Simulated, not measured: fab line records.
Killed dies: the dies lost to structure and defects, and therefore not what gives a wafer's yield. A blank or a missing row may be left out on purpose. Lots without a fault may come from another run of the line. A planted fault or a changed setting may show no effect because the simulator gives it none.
2 desks looking at one fault	flow gf180mcu	each desk holds nothing but its own numbers, with what lay behind them at the end

== TOOL OWNER'S DESK, cmp-02 ==
The tool's own readings at GF_V3_CMP_26 (polishes, stops on SiO2, t overpolish 15 s, target thk 0 nm): means of the sampled wafers that have a number, for each lot that ran on this tool. Marked OUT: a lot whose mean sits more than 4 standard deviations from the usual mean, which makes it out of limits; the brackets give that distance.
Columns: A = motor_current_A at GF_V3_CMP_26, usual 11.5 A; B = overpolish_run_s at GF_V3_CMP_26, usual 15.000 s; C = retaining_ring_pressure_frac at GF_V3_CMP_26, usual 1.000; D = time_to_endpoint_s at GF_V3_CMP_26, usual 87 s
lot	first seen here	A	B	C	D
L362	day 22 20:33	11.3	14.993	0.994	84
L364	day 23 20:51	12.6	15.003	1.001	88
L369	day 25 06:27	11.8	15.002	0.998	80
L375	day 27 06:18	12.6	15.003	0.994	92
L377	day 27 19:41	13.2	7.517 (-99 or more) OUT	1.008	110
L378	day 28 02:44	12.2	7.519 (-99 or more) OUT	1.002	112 (+4.2) OUT
Finding of this desk: L377, L378 out of limits; the first was L377 at day 27 19:41, on overpolish_run_s at GF_V3_CMP_26. In limits: L362, L364, L369, L375.

== THE METROLOGY DESK ==
What the gauges read, lot by lot, whatever tool the lot ran on: means of the sampled wafers that have a number. Marked OUT: a lot whose mean sits more than 4 standard deviations from the usual mean, which makes it out of limits; the brackets give that distance.
Columns: A = M3_ALCU_RS at GF_M3_RS_MEAS_05, usual 0.0696 ohm/sq; B = M3_OVL at GF_M3_OVL_MEAS_15, usual -4 nm
lot	first seen here	A	B
L361	day 20 17:13	0.0687	-3
L362	day 20 18:35	0.0689	1
L363	day 21 09:35	0.0686	-3
L364	day 21 20:39	0.0697	-3
L365	day 22 02:06	0.0699	6
L366	day 22 02:43	0.0697	-12
L367	day 22 17:16	0.0705	-9
L368	day 23 00:32	0.0701	-10
L369	day 23 08:59	0.0692	-1
L375	day 25 10:07	0.0705	-8
L377	day 25 23:32	0.0709	-2
L378	day 26 07:50	0.0703	-8
L383	day 27 16:50	0.0694	-2
This desk found nothing out of limits on any of the 13 lots.

== PUT TOGETHER ==
On L377, L378, at day 27 19:41, an alarm was possible from the tool owner's desk.
At the metrology desk, nothing out of limits was observed.
The metrology desk holds a record of L377, L378, inside its limits.
On cmp-02, each named lot ran GF_V3_CMP_26.

== WHAT WAS PUT IN BY THE SIMULATOR ==
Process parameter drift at GF_V3_CMP_26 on cmp-02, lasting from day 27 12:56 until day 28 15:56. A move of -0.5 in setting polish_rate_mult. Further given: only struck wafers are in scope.
Struck lots among those shown: L377, L378.
Each desk's first reading out of limits, in hours after the fault started: the tool owner's desk, 7.
